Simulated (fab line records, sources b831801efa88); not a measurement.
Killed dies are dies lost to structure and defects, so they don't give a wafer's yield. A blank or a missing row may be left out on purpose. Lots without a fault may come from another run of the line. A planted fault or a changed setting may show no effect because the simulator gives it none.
Split-lot experiment | flow sky130 | 5 lots, 23 wafers read, on a route of 708 steps

THE SPLIT
At SKY_PWDE_IMPLANT_08, the setting energy_kev was moved away from the recipe's 150 on 9 of the 23 wafers read, by -5.7% to +2.3%. The other wafers ran this setting at the recipe's value.

The reading is taken at the split's own step.

THE READING
implant.drp_nm (the simulator's own value, which no gauge read), in nm, at SKY_PWDE_IMPLANT_08. The file gives no usual value for it.

wafer  | tool, chamber at the split | energy_kev as run | against the recipe | implant.drp_nm, nm | against lot-mates on the recipe
L075.1 | implanter-03, 0            | 150               | recipe             | 97.97              | -
L075.6 | implanter-03, 0            | 150               | recipe             | 97.97              | -
L075.2 | implanter-03, 0            | 141.5             | -5.7%              | 95.86              | -2.11
L075.3 | implanter-03, 0            | 141.5             | -5.7%              | 95.86              | -2.11
L075.4 | implanter-03, 0            | 141.5             | -5.7%              | 95.86              | -2.11
L078.1 | implanter-04, 0            | 150               | recipe             | 97.97              | -
L078.4 | implanter-04, 0            | 150               | recipe             | 97.97              | -
L078.2 | implanter-04, 0            | 143.5             | -4.3%              | 96.36              | -1.61
L078.3 | implanter-04, 0            | 143.5             | -4.3%              | 96.36              | -1.61
L078.6 | implanter-04, 0            | 143.5             | -4.3%              | 96.36              | -1.61
L079.2 | implanter-02, 0            | 150               | recipe             | 97.97              | -
L079.3 | implanter-02, 0            | 150               | recipe             | 97.97              | -
L079.4 | implanter-02, 0            | 150               | recipe             | 97.97              | -
L079.5 | implanter-02, 0            | 150               | recipe             | 97.97              | -
L079.6 | implanter-02, 0            | 150               | recipe             | 97.97              | -
L080.1 | implanter-04, 0            | 150               | recipe             | 97.97              | -
L080.5 | implanter-04, 0            | 150               | recipe             | 97.97              | -
L080.6 | implanter-04, 0            | 150               | recipe             | 97.97              | -
L081.1 | implanter-02, 0            | 150               | recipe             | 97.97              | -
L081.4 | implanter-02, 0            | 150               | recipe             | 97.97              | -
L081.2 | implanter-02, 0            | 153.5             | +2.3%              | 98.9               | +0.93
L081.5 | implanter-02, 0            | 153.5             | +2.3%              | 98.9               | +0.93
L081.6 | implanter-02, 0            | 153.5             | +2.3%              | 98.9               | +0.93

THE FIT
A straight line over all 23 wafers: implant.drp_nm changes by +0.376 nm for each +1% of energy_kev; r = +1.00; the points scatter about the line by 0.019 nm.
The same after taking each lot's own level away (the mean of its wafers on the recipe; 23 wafers): +0.376 nm for each +1%; r = +1.00; scatter 0.019 nm.
On that fit, the largest move of energy_kev shifts the reading by 2.1 nm.
The lots' own levels span 97.970 to 97.970 nm.
So the lot-to-lot level changes the slope little: the two slopes agree.
Check: with one of the wafers moved furthest among these (-5.7%) left out of the fit, the line predicts -2.12 nm for it against its lot-mates. It came out at -2.11 nm against them.

OTHER SPLITS ON THESE WAFERS
These wafers also went through other splits before the reading. Each is held against what the fit with the lots' levels taken away leaves over:
other split on the same wafers    | wafers away from the commonest value | r with implant.drp_nm (lot level and that fit taken away)
SKY_FIELD_ISO_OXIDATION_01 temp_c | 18                                   | -0.08
SKY_FIELD_ISO_ETCH_14 time_s      | 11                                   | +0.07

THE WHOLE CHAIN: every reading that the file lists as answering this split, in the file's order
step                | what it does | reading                                                         | change (the file's fit)               | r (the file's)
SKY_PWDE_IMPLANT_08 |              | implant.rp_nm (the simulator's own value, which no gauge read)  | +3.43 nm for each +1% of the setting  | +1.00
SKY_PWDE_IMPLANT_08 |              | implant.drp_nm (the simulator's own value, which no gauge read) | +0.375 nm for each +1% of the setting | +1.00

THE FILE'S OWN FIT
implant.drp_nm changes by +0.375 nm for each +1% of energy_kev, r = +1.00.
